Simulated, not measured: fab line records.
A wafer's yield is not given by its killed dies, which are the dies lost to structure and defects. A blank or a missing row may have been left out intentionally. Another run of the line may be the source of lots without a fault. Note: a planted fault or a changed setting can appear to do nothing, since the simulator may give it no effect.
fab line records	flow sky130
record: lots: 11	wafers: 33	last_day: 50
route steps=708 shown GATE_OXIDE@188 RES_PROTECT@209 SD_N@350 LI_CONTACT@377
lots untouched by any fault: they come from a run of this same line in which no faults occurred
start_h: hours from the record's opening day to when the first of the lot's shown wafers began	wait_h: time in hours since the lot's previous step	" the same as in the row above	L1.1+2: several wafers, shown together as one row	- either no value or no given start	* or withheld: withheld	< > ~ a bound
route shown NAME@n: a module of which the file shows steps, and the number in the route of the first	usual: mean/standard deviation taken from wafers without a fault	same: alike in all rows	chamber/n: place in a boat	sites: the reading at each site	_std_site: standard deviation across them	_edge_site: mean of outer sites minus mean of inner sites	radius_mm: for every site, how far away it sits from the centre of the wafer	mask NAME#n: copy n	behind: tool/chamber where the wafer was last shaped	hold: why the lot was held/for how many hours/how that ended	device: transistor that didn't switch, given as n, p or np	end of line: tests of these same wafers at the route's end	a step without rows: its recipe alone	killed: count of dies lost to structure and defects at first sort (not the wafer's yield)	map: a wafer's dies, marking killed ones x, the rest . and places with no die _
set.NAME: the setting the step ran with; set.NAME@STEP: the setting that earlier step ran with	model.NAME: the simulator's own value behind a step, which no gauge read
steps of the route over a sample of lots; a table a step, a row a wafer
services: from which hour (start_h, from the record's first day; less than 0 if before it) a tool's chamber was out of use, for how many hours, and why
== steps ==
step: SKY_GATE_OXIDE_OXIDATION_01
recipe: temp_c: 900	ambient: O2	stabilise_s: 600	purge_s: 300	target_thk_a: 102.68	ox_time_s: 1473
usual: spike_tc_bottom_C: 920.3/2.3	spike_tc_centre_C: 901.2/1.1	spike_tc_lower_C: 899.8/1	spike_tc_top_C: 908.9/1.1	spike_tc_upper_C: 899.3/1.7	tube_center_temp_C: 900.01/0.079	tube_center_temp_C_max: 902.3/0.39
same: ox_time_s: 1473
lot.wafer	tool	chamber	start_h	wait_h	spike_tc_bottom_C	spike_tc_centre_C	spike_tc_lower_C	spike_tc_top_C	spike_tc_upper_C	tube_center_temp_C	tube_center_temp_C_max
L536.3	furnace-02	0	283.88	1.6	922.8	902.3	899.6	909.7	898.0	899.98	902.2
L536.5	"	0	"	"	922.7	901.6	898.7	909.7	899.3	900.08	902.3
L536.6	"	0	"	"	921.6	903.7	899.5	909.2	897.6	899.95	902.0
L541.1	furnace-02	0	320.99	0.6	921.4	900.5	900.4	909.1	898.8	899.89	902.3
L541.3	"	0	"	"	922.0	900.0	901.0	909.1	897.0	900.1	903.3
L541.6	"	0	"	"	922.6	900.4	898.9	908.7	900.1	900.02	901.8
L542.2	furnace-01	0	328.44	0.0	916.0	902.1	899.8	908.1	899.2	899.97	903.0
L542.4	"	0	"	"	921.5	900.8	899.0	908.7	899.6	900.04	902.9
L542.6	"	0	"	"	918.9	900.9	899.2	909.3	901.9	899.93	902.4
L543.1	furnace-01	0	334.80	0.5	918.4	900.5	900.4	907.8	900.7	900.12	902.3
L543.4	"	0	"	"	918.6	898.7	898.6	910.3	900.8	900.1	902.2
L543.5	"	0	"	"	918.0	899.9	898.6	907.7	901.6	899.91	902.7
L544.2	furnace-01	0	344.29	1.1	918.6	900.8	899.5	907.0	900.8	899.94	902.8
L544.3	"	0	"	"	917.8	901.3	899.7	907.6	900.4	900.06	903.3
L544.6	"	0	"	"	918.3	899.1	900.7	908.5	901.0	899.93	902.4
L545.1	furnace-02	0	355.89	0.7	923.0	901.6	897.6	908.5	898.5	899.92	902.4
L545.5	"	0	"	"	921.4	900.8	898.7	909.3	898.9	899.83	901.7
L545.6	"	0	"	"	923.7	902.5	897.7	908.5	899.4	900	902.4
L546.1	furnace-01	0	365.80	0.3	918.6	900.7	900.8	907.4	900.9	900.08	902.4
L546.3	"	0	"	"	917.9	901.0	899.3	909.8	902.6	899.9	902.1
L546.5	"	0	"	"	916.6	901.0	898.7	908.8	901.9	899.9	902.7
L551.4	furnace-01	0	403.18	0.4	911.5	895.0	891.6	900.7	892.2	893.11	895.4
L551.5	"	0	"	"	910.2	894.4	892.6	901.0	894.2	893.19	894.9
L551.6	"	0	"	"	912.5	895.3	891.6	902.5	893.9	893.25	895.3
L552.1	furnace-01	0	415.28	3.4	911.6	895.1	892.3	903.2	894.2	893.26	895.8
L552.2	"	0	"	"	911.4	894.2	894.3	901.3	896.6	893.08	895.9
L552.3	"	0	"	"	911.4	893.6	894.9	901.5	895.2	893.17	895.0
L557.1	furnace-02	0	456.35	0.0	920.9	900.3	898.2	909.6	896.2	899.89	901.7
L557.4	"	0	"	"	924.2	902.1	898.8	911.2	897.5	900.07	902.4
L557.6	"	0	"	"	919.7	901.8	899.6	910.7	898.3	899.92	902.3
L559.1	furnace-02	0	472.10	0.7	923.1	901.5	900.9	910.4	898.4	900.05	902.7
L559.3	"	0	"	"	922.2	904.8	898.2	910.1	899.7	900.09	902.3
L559.5	"	0	"	"	921.8	900.4	898.6	908.3	894.9	900.02	902.8
step: SKY_GATE_OXIDE_THK_MEAS_02
recipe: reads: SiO2_of_GATE_OXIDE_OXIDATION_01
usual: GATE_OXIDE_OXIDATION_00_THK: 10.26/0.21
lot.wafer	tool	chamber	start_h	wait_h	GATE_OXIDE_OXIDATION_00_THK[nm]
L536.3	film_metro-03	-	285.31	0.0	10.12
L536.5	"	-	"	"	10.23
L536.6	"	-	"	"	10.26
L541.1	film_metro-03	-	322.40	0.0	10.37
L541.3	"	-	"	"	10.14
L541.6	"	-	"	"	10.17
L542.2	film_metro-03	-	329.86	0.0	10.24
L542.4	"	-	"	"	10.11
L542.6	"	-	"	"	10.11
L543.1	film_metro-03	-	336.21	0.0	10.23
L543.4	"	-	"	"	10.24
L543.5	"	-	"	"	10.13
L544.2	film_metro-03	-	345.71	0.0	10.17
L544.3	"	-	"	"	10.12
L544.6	"	-	"	"	10.23
L545.1	film_metro-04	-	357.30	0.0	10.07
L545.5	"	-	"	"	10.11
L545.6	"	-	"	"	10.01
L546.1	film_metro-04	-	367.21	0.0	10.42
L546.3	"	-	"	"	10.40
L546.5	"	-	"	"	10.37
L551.4	film_metro-03	-	404.62	0.0	9.26
L551.5	"	-	"	"	9.23
L551.6	"	-	"	"	9.37
L552.1	film_metro-02	-	416.69	0.0	9.59
L552.2	"	-	"	"	9.48
L552.3	"	-	"	"	9.42
L557.1	film_metro-02	-	457.76	0.0	10.13
L557.4	"	-	"	"	10.17
L557.6	"	-	"	"	10.33
L559.1	film_metro-02	-	473.50	0.0	10.24
L559.3	"	-	"	"	10.24
L559.5	"	-	"	"	10.01
step: SKY_RES_PROTECT_SOFTBAKE_03
recipe: temp_c: 90	time_s: 62.71	resist: NOVOLAK
usual: chill_plate_temp_C: 23.02/0.12	heater_power_total_W: 56.72/0.053	plate_sensor_t_centre_C: 90.756/0.01	plate_sensor_t_edge_C: 90.829/0.0089
lot.wafer	tool	chamber	start_h	wait_h	chill_plate_temp_C	heater_power_total_W	plate_sensor_t_centre_C	plate_sensor_t_edge_C
L536.3	litho_track-01	0	327.85	0.1	22.77	56.74	90.725	90.83
L536.5	"	0	"	"	22.91	56.69	90.766	90.837
L536.6	"	0	"	"	23.00	56.74	90.757	90.844
L541.1	litho_track-01	0	365.80	0.1	23.08	56.74	90.771	90.798
L541.3	"	0	"	"	23.16	56.75	90.765	90.825
L541.6	"	0	"	"	22.96	56.85	90.755	90.831
L542.2	litho_track-03	0	375.76	0.1	22.99	56.60	90.754	90.834
L542.4	"	0	"	"	22.97	56.68	90.760	90.823
L542.6	"	0	"	"	22.82	56.69	90.750	90.827
L543.1	litho_track-04	0	381.32	0.1	23.24	56.64	90.765	90.816
L543.4	"	0	"	"	23.19	56.66	90.741	90.829
L543.5	"	0	"	"	23.07	56.65	90.757	90.833
L544.2	litho_track-03	0	390.71	0.1	22.98	56.65	90.745	90.828
L544.3	"	0	"	"	22.88	56.68	90.746	90.825
L544.6	"	0	"	"	22.84	56.69	90.757	90.824
L545.1	litho_track-03	0	403.39	0.1	22.80	56.69	90.752	90.832
L545.5	"	0	"	"	23.01	56.76	90.753	90.83
L545.6	"	0	"	"	23.00	56.71	90.761	90.832
L546.1	litho_track-01	0	415.09	0.1	22.91	56.71	90.748	90.826
L546.3	"	0	"	"	22.98	56.66	90.762	90.824
L546.5	"	0	"	"	23.06	56.71	90.754	90.833
L551.4	litho_track-04	0	456.14	0.1	22.86	56.72	90.750	90.833
L551.5	"	0	"	"	23.16	56.71	90.752	90.828
L551.6	"	0	"	"	22.83	56.64	90.766	90.827
L552.1	litho_track-03	0	466.54	0.1	22.97	56.77	90.763	90.841
L552.2	"	0	"	"	22.83	56.67	90.744	90.828
L552.3	"	0	"	"	22.84	56.71	90.766	90.817
L557.1	litho_track-04	0	506.12	0.1	23.18	56.66	90.749	90.827
L557.4	"	0	"	"	23.14	56.73	90.742	90.842
L557.6	"	0	"	"	23.08	56.73	90.747	90.836
L559.1	litho_track-04	0	521.22	0.1	23.06	56.72	90.770	90.83
L559.3	"	0	"	"	22.95	56.75	90.748	90.847
L559.5	"	0	"	"	23.06	56.71	90.761	90.831
step: SKY_SD_N_OVL_MEAS_08
usual: SD_N_OVL: -0.1/1.7
lot.wafer	tool	chamber	start_h	wait_h	SD_N_OVL[nm]
L536.3	overlay-02	-	645.33	0.1	1.0
L536.5	"	-	"	"	0.3
L536.6	"	-	"	"	1.8
L541.1	overlay-02	-	686.81	0.1	-1.3
L541.3	"	-	"	"	-0.9
L541.6	"	-	"	"	-0.7
L542.2	overlay-02	-	701.11	0.1	0.6
L542.4	"	-	"	"	-1.0
L542.6	"	-	"	"	1.3
L543.1	overlay-01	-	703.81	0.1	0.4
L543.4	"	-	"	"	-1.7
L543.5	"	-	"	"	-2.4
L544.2	overlay-01	-	711.02	0.1	-0.1
L544.3	"	-	"	"	-0.7
L544.6	"	-	"	"	0.9
L545.1	overlay-02	-	725.56	0.1	-2.6
L545.5	"	-	"	"	-1.0
L545.6	"	-	"	"	-1.2
L546.1	overlay-02	-	734.66	0.1	-0.7
L546.3	"	-	"	"	-0.7
L546.5	"	-	"	"	-1.0
L551.4	overlay-01	-	770.13	0.1	1.4
L551.5	"	-	"	"	-1.1
L551.6	"	-	"	"	-0.5
L552.1	overlay-02	-	779.36	0.1	-2.7
L552.2	"	-	"	"	-2.1
L552.3	"	-	"	"	-0.7
L557.1	overlay-01	-	812.31	0.1	0.0
L557.4	"	-	"	"	-0.7
L557.6	"	-	"	"	-0.7
L559.1	overlay-01	-	825.01	0.1	5.6
L559.3	"	-	"	"	3.9
L559.5	"	-	"	"	3.9
step: SKY_LI_CONTACT_ETCH_15
recipe: target: PSG	chemistry: C4F8/O2/Ar	stop_on: Si	taper_deg: 4.15	mask_material: KrF-thick	source_w: 1500	bias_w: 1200	pressure_mtorr: 40	c4f8_flow_sccm: withheld	O2_flow_sccm: 6	Ar_flow_sccm: 300	time_s: withheld	target_depth_a: 6000
usual: bias_w: 1200/3.4	oes_product_au: 0.838/0.0042
lot.wafer	tool	chamber	start_h	wait_h	bias_w	oes_product_au
L536.3	rie_diel-01	2	676.09	0.0	1197	0.843
L536.5	"	3	"	"	1207	0.837
L536.6	"	0	"	"	1206	0.832
L541.1	rie_diel-02	2	714.94	0.0	1202	0.835
L541.3	"	1	"	"	1201	0.837
L541.6	"	3	"	"	1202	0.844
L542.2	rie_diel-03	2	730.33	0.0	1194	0.832
L542.4	"	3	"	"	1199	0.842
L542.6	"	3	"	"	1199	0.831
L543.1	rie_diel-02	2	733.49	0.0	1198	0.835
L543.4	"	3	"	"	1201	0.834
L543.5	"	3	"	"	1204	0.838
L544.2	rie_diel-02	3	740.13	0.0	1205	0.836
L544.3	"	1	"	"	1200	0.841
L544.6	"	0	"	"	1205	0.835
L545.1	rie_diel-01	1	754.77	0.0	1202	0.836
L545.5	"	1	"	"	1202	0.831
L545.6	"	2	"	"	1195	0.842
L546.1	rie_diel-01	0	763.57	0.0	1204	0.842
L546.3	"	1	"	"	1206	0.845
L546.5	"	2	"	"	1201	0.841
L551.4	rie_diel-02	3	798.93	0.0	1198	0.839
L551.5	"	2	"	"	1196	0.834
L551.6	"	1	"	"	1197	0.837
L552.1	rie_diel-01	2	808.81	0.0	1200	0.838
L552.2	"	1	"	"	1202	0.843
L552.3	"	0	"	"	1199	0.828
L557.1	rie_diel-02	3	841.03	0.0	1201	0.844
L557.4	"	1	"	"	1200	0.837
L557.6	"	3	"	"	1199	0.833
L559.1	rie_diel-03	2	853.14	0.0	1194	0.835
L559.3	"	3	"	"	1205	0.838
L559.5	"	2	"	"	1192	0.847
== services ==
tool	chamber	start_h	hours	kind
furnace-01	-	264.61	3.6	pm
rie_diel-02	0	287.14	6.0	repair
rie_diel-02	3	343.94	1.7	repair
rie_diel-02	-	374.27	0.2	repair
furnace-01	-	394.87	3.9	pm
furnace-02	-	421.16	4.0	pm
furnace-02	-	426.62	3.7	pm
rie_diel-02	2	431.39	5.6	repair
rie_diel-02	0	454.12	8.2	repair
rie_diel-02	2	460.60	13.2	repair
rie_diel-02	3	468.56	12.7	repair
rie_diel-02	0	515.72	7.7	repair
furnace-01	-	546.49	3.4	pm
furnace-01	-	562.14	3.2	pm
rie_diel-02	1	563.98	8.9	repair
rie_diel-02	3	566.14	76.6	repair
rie_diel-02	2	575.67	2.5	repair
furnace-02	-	576.08	16.4	repair
rie_diel-02	1	590.20	6.4	repair
furnace-02	-	592.45	3.1	pm
furnace-01	-	695.09	3.7	pm
furnace-01	-	708.08	30.4	repair
furnace-01	-	742.46	2.9	pm
furnace-01	-	828.49	3.8	pm
== key ==
first_sign: step: SKY_GATE_OXIDE_OXIDATION_01	reading: tube_center_temp_C	direction: down	sigmas: 76	usual: *	struck: *
effect: step: SKY_GATE_OXIDE_OXIDATION_01	reading: tube_center_temp_C_max	direction: down	sigmas: 18	usual: *	struck: *
effect: step: SKY_GATE_OXIDE_THK_MEAS_02	reading: GATE_OXIDE_OXIDATION_00_THK	direction: down	sigmas: 4.1	usual: 10.26	struck: 9.39
met_at SKY_GATE_OXIDE_OXIDATION_01
struck_lots L551,L552
tester_left_out L551,L552
not_acting_at SKY_RES_PROTECT_SOFTBAKE_03,SKY_SD_N_OVL_MEAS_08,SKY_LI_CONTACT_ETCH_15
onset_between 365.80 403.18
fault: kind: process_parameter_drift	tool: furnace-01	chamber: -	onset_h: 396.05	steps: SKY_GATE_OXIDE_OXIDATION_01	channel: temp_c	offset: *	shape: step	end_h: 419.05	acts_in: *	stated: *
tester_left_out: of these lots the tester's yield and bins aren't shown, on N5 and GAA mostly nor the transistor test; their killed dies are dies lost to structure and defects alone, not to doping, threshold or leakage, so they don't give the yield
